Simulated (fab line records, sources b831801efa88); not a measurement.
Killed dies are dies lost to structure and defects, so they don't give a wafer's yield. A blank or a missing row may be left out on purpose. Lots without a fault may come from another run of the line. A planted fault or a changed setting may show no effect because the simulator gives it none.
A sampling plan put to the test | flow sky130 | one fab line, 19 faults that these records tell of, each judged on the records of the lots that it struck
The plan is the line's own looks: the steps of the route at which a gauge or an inspection reads the wafer and doesn't change it. A look can be judged if struck wafers have a number there and the file gives its usual mean and standard deviation on fault-free wafers. Caught: at a look after the fault's first step, the mean of the struck wafers lies 4 or more of those standard deviations (sigma) from the usual mean. On the tool: the same test on the tool's own readings at the fault's steps. Another recipe on the struck wafers, or a record that is blank for them alone, also counts as caught.

THE FAULTS, as the simulator had put them in
1. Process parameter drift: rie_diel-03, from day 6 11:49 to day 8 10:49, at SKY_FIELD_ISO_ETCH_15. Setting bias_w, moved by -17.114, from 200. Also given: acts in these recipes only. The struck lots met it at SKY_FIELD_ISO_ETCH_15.
2. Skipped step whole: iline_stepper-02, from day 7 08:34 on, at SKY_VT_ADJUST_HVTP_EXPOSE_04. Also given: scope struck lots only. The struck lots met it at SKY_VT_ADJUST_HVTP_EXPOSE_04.
3. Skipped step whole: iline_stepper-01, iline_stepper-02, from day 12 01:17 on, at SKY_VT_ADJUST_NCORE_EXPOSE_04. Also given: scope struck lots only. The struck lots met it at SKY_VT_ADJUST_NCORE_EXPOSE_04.
4. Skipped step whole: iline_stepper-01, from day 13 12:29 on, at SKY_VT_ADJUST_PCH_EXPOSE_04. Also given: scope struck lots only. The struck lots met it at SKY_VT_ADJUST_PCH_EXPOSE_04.
5. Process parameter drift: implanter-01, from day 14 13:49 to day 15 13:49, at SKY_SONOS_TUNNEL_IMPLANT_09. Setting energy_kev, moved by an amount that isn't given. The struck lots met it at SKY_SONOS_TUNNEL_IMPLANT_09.
6. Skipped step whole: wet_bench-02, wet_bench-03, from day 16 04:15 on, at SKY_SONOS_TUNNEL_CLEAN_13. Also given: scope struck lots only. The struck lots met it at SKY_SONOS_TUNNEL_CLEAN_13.
7. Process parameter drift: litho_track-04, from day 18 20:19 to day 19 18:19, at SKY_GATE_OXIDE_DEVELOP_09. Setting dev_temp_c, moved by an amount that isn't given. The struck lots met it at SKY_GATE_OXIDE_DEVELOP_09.
8. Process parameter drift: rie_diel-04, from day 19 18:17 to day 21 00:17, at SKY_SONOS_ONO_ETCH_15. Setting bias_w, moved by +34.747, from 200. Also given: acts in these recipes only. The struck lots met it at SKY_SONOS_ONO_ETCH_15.
9. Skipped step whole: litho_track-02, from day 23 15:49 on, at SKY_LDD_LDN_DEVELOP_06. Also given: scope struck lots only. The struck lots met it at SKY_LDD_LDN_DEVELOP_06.
10. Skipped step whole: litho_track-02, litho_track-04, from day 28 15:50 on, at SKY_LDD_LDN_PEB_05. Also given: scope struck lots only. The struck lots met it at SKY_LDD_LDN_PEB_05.
11. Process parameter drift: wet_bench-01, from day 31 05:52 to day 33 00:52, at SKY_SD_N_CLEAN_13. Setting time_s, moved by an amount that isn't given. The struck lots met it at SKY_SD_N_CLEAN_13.
12. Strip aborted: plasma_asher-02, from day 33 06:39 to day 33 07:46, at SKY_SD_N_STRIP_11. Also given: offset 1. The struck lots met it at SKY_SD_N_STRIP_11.
13. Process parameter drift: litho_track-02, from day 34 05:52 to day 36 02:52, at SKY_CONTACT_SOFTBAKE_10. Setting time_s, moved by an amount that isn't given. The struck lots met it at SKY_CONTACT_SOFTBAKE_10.
14. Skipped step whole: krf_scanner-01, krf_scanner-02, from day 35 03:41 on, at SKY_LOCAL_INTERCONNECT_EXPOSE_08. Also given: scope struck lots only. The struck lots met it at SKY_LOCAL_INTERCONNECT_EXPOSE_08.
15. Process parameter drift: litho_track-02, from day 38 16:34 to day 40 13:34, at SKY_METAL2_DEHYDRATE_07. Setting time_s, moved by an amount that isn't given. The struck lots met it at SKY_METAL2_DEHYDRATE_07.
16. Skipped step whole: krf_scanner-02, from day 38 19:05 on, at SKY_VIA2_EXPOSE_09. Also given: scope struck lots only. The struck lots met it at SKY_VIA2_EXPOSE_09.
17. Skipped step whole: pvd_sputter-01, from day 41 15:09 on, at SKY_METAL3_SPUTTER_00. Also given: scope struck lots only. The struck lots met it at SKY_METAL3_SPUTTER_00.
18. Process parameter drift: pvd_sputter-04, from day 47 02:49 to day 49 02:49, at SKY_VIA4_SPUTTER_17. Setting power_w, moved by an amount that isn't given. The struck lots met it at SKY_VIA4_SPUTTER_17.
19. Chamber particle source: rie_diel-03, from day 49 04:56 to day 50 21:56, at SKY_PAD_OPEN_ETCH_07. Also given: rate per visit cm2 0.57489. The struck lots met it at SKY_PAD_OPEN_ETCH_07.

WHAT THE PLAN SAW
fault | on the tool itself                               | first look that catches it                      | reading, sigma | median hours from its first step to that look | hours from the fault's start to the first struck lot there | judged looks passed uncaught
1     | bias_w -32 sigma                                 | not the one look that can be judged after it    | -              | -                                             | -                                                          | 1
2     | no reading that can be judged                    | not the one look that can be judged after it    | -              | -                                             | -                                                          | 1
3     | no reading that can be judged                    | not the one look that can be judged after it    | -              | -                                             | -                                                          | 1
4     | no reading that can be judged                    | not the one look that can be judged after it    | -              | -                                             | -                                                          | 1
5     | beam_energy_keV -99 or beyond sigma              | no look after it can be judged                  | -              | -                                             | -                                                          | 0
6     | the tool's record is blank for the struck wafers | none of the 2 looks that can be judged after it | -              | -                                             | -                                                          | 2
7     | developer_temp_C -10 sigma                       | not the one look that can be judged after it    | -              | -                                             | -                                                          | 1
8     | oes_product_au +4.6 sigma                        | not the one look that can be judged after it    | -              | -                                             | -                                                          | 1
9     | the tool's record is blank for the struck wafers | not the one look that can be judged after it    | -              | -                                             | -                                                          | 1
10    | no reading that can be judged                    | not the one look that can be judged after it    | -              | -                                             | -                                                          | 1
11    | run_length_s -23 sigma                           | no look after it can be judged                  | -              | -                                             | -                                                          | 0
12    | oes_product_au -42 sigma                         | no look after it can be judged                  | -              | -                                             | -                                                          | 0
13    | run_length_s +18 sigma                           | not the one look that can be judged after it    | -              | -                                             | -                                                          | 1
14    | no reading that can be judged                    | no look after it can be judged                  | -              | -                                             | -                                                          | 0
15    | heater_power_total_W +46 sigma                   | not the one look that can be judged after it    | -              | -                                             | -                                                          | 1
16    | no reading that can be judged                    | no look after it can be judged                  | -              | -                                             | -                                                          | 0
17    | the tool's record is blank for the struck wafers | no look after it can be judged                  | -              | -                                             | -                                                          | 0
18    | cathode_dc_power_W -99 or beyond sigma           | not the one look that can be judged after it    | -              | -                                             | -                                                          | 1
19    | under 2 sigma                                    | no look after it can be judged                  | -              | -                                             | -                                                          | 0
A dash: the fault isn't caught, or these records don't give the number.

Caught at a look: 0 of 19. Caught on the tool: 12 of 19. By one or the other: 12 of 19.
Caught on the tool alone: faults 1, 5, 6, 7, 8, 9, 11, 12, 13, 15, 17, 18.
Caught by neither: faults 2, 3, 4, 10, 14, 16, 19.
